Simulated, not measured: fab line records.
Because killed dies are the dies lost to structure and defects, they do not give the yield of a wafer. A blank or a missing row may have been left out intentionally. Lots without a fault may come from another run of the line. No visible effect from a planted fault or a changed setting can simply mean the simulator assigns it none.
Matching of chambers    flow sky130    cmp-01 running SKY_VIA2_CMP_24: 4 sister chambers
The step polishes, stops on SiO2, t overpolish 20 s, target thk 0 nm. 27 wafers are shown with their chamber, then 12 later ones without.

WAFERS, EACH WITH ITS CHAMBER
wafer   chamber  motor_current_A (A)  time_to_endpoint_s (s)  overpolish_run_s (s)
L074.1  3        12.2                 103                     20.002
L074.3  2        8.8                  101                     20.006
L074.6  3        11.9                 103                     20.013
L077.4  3        11.7                 101                     19.992
L077.5  2        8.3                  99                      20.000
L077.6  3        11.4                 104                     20.006
L078.1  3        11.8                 99                      20.001
L078.3  1        9.9                  107                     20.002
L078.6  1        10.7                 108                     20.006
L081.3  1        10.8                 109                     19.999
L081.4  3        11.8                 100                     19.989
L081.5  1        10.3                 108                     20.005
L082.1  2        8.6                  95                      19.996
L082.3  0        11.1                 107                     20.003
L082.6  3        12.1                 102                     20.000
L085.1  0        10.7                 104                     19.999
L085.2  2        7.9                  96                      19.995
L085.3  3        11.1                 98                      19.977
L086.2  0        11.1                 101                     20.008
L086.3  1        10.3                 108                     20.002
L086.4  2        8.1                  101                     19.992
L089.1  2        8.2                  96                      19.994
L089.2  3        11.7                 96                      20.012
L089.4  1        10.3                 104                     19.994
L090.1  3        11.7                 99                      20.003
L090.4  1        10.4                 109                     19.993
L090.6  0        11.3                 105                     20.005

SIGNATURES (means of the wafers above)
reading             chamber 0  chamber 1  chamber 2  chamber 3  scatter within a chamber
motor_current_A     11.050     10.386     8.317      11.740     0.307
time_to_endpoint_s  104.25     107.57     98.00      100.50     2.39
overpolish_run_s    20.00375   20.00014   19.99717   19.99950   0.0078
Rule: for each reading, subtract the chamber's mean from the wafer's reading, divide by that reading's scatter and square the result; add these up over the readings and take the root, which gives the wafer's distance from the chamber. If the next closest chamber is less than 2 further off than the closest, the wafer can't be placed; otherwise it belongs to the closest. The scatter is the square root of a quotient: the sum, over the shown wafers, of each reading's squared deviation from its chamber's mean, divided by wafers minus chambers.

WAFERS MISSING THEIR CHAMBER
wafer   motor_current_A (A)  time_to_endpoint_s (s)  overpolish_run_s (s)
L091.2  8.3                  98                      19.987
L091.5  11.3                 98                      20.001
L091.6  8.5                  101                     19.993
L093.3  8.3                  104                     20.015
L093.4  11.2                 100                     19.994
L093.5  11.8                 102                     20.014
L094.1  10.5                 104                     20.010
L094.4  8.4                  97                      19.989
L094.5  10.7                 109                     19.983
L095.2  9.0                  96                      20.007
L095.3  11.3                 101                     20.001
L095.6  10.7                 99                      19.992

CHAMBER TAKEN BY EACH
wafer   from the rows above           in truth
L091.2  2                             2
L091.5  can't be placed: 3 or 0       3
L091.6  2                             2
L093.3  2                             2
L093.4  can't be placed: 3 or 0       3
L093.5  can't be placed: 3 or 0       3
L094.1  can't be placed: 0 or 1       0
L094.4  2                             2
L094.5  can't be placed: 1 or 0       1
L095.2  2                             2
L095.3  can't be placed: 3 or 0       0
L095.6  can't be placed: 0 or 3 or 1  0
Correctly placed: 5 of 12. Can't be placed from these rows: 7 (the true chamber is among the candidates in 7). 0 placed wrongly.
